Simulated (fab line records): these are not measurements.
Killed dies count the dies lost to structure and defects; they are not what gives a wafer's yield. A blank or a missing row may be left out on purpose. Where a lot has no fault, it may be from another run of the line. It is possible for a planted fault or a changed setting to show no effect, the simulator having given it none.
A lot that was struck, set against a sound lot ; flow gf180mcu ; 14 steps out of a route of 602
Sound: the wafers L485.2, L485.3, L485.4. The struck wafers were L500.1, L500.3, L500.4. The cause is given at the end.
For every step that has rows: the tool of each side, followed by ch and its chambers, followed by its first start. Under that, the readings that differ: sound wafers ; struck wafers ; difference of the means ; sigmas: that difference in standard deviations of wafers without a fault.
alike: readings with means less than 2 such deviations apart, plus words and numbers identical on both sides. not compared: withheld readings, readings lacking a value on some wafer, bounds such as >300 that could conceal the same value, and numbers that have no deviation in the record and whose values overlap.
Wherever a step has rows on one side only, a row that says differs or no value, or a row with sigmas, the two part there. Numbers that have no deviation but don't overlap get no sigmas and don't part them. A reading that every wafer of one side lacks parts them only if that side has two wafers or more.

first, 4 steps without rows for these wafers: GF_V5_SOFTBAKE_10 (time 60 s); GF_V5_EXPOSE_11 (exposes mask Via5, target cd 260 nm); GF_V5_PEB_12 (peb time 90 s); GF_V5_DEVELOP_13 (develop time 60 s).
GF_V5_CD_MEAS_14: the cd target is 260 nm.
  sound: cd_sem-01 at day 28 22:08; struck: cd_sem-02 at day 33 00:22
  alike: cd_nm
GF_V5_OVL_MEAS_15:
  sound: overlay-01 at day 28 22:15; struck: overlay-02 at day 33 00:29
  alike: V5_OVL
GF_V5_ETCH_16: etches BARC in N2/H2.
  sound on rie_diel-04 ch 0,1,3, day 28 22:17; struck on rie_diel-04 ch 0,1,2, day 33 00:32
  alike: drypump_motor_current_A, h2_flow_sccm, oes_product_au, throttle_valve_pct
GF_V5_ETCH_17: etches SiO2 in C4F8/O2/Ar, stops on TiN, target depth 855 nm.
  sound on rie_diel-04 ch 0,1,3; struck on rie_diel-04 ch 0,1,2
  alike: oes_product_au
GF_V5_STRIP_18: strips in O2/N2.
  sound on plasma_asher-01 ch 0,1, day 28 22:26; struck on plasma_asher-03 ch 0,1, day 33 00:41
  alike: drypump_motor_current_A, heater_power_w, oes_product_au
  not compared: rf_hours_counter_h
then, 2 steps without rows for these wafers: GF_V5_STRIP_19 (strips in post etch residue remover, time 1200 s); GF_V5_CLEAN_20 (cleans in DIW).
GF_V5_SPUTTER_21: material Ti, target thk 15 nm, time 80.02 s.
  sound: pvd_sputter-04 at day 28 22:58; struck: pvd_sputter-01 at day 33 01:13
  alike: cathode_dc_power_W, chamber_pressure_pa, throttle_valve_pct
GF_V5_SPUTTER_22: material TiN, target thk 10 nm, time 40 s.
  sound: pvd_sputter-04 at day 28 23:01; struck: pvd_sputter-01 at day 33 01:16
  no value came back on the struck wafers for cathode_dc_power_W (W), chamber_pressure_pa (Pa), throttle_valve_pct (%); on the sound wafers cathode_dc_power_W (W) reads 3999.9 4001.0 4000.7
GF_V5_CVD_23: deposits W, target thk 350 nm, time 104.9 s.
  sound on cvd_w-01 ch 0,1, day 28 23:04; struck on cvd_w-01 ch 0,1, day 33 01:19
  alike: heater_power_w

## WHERE THEY PART
GF_V5_SPUTTER_22 only, going by this record. Later steps at which nothing parts them and some readings are alike: GF_V5_CVD_23.

WHY: what the simulator had put in
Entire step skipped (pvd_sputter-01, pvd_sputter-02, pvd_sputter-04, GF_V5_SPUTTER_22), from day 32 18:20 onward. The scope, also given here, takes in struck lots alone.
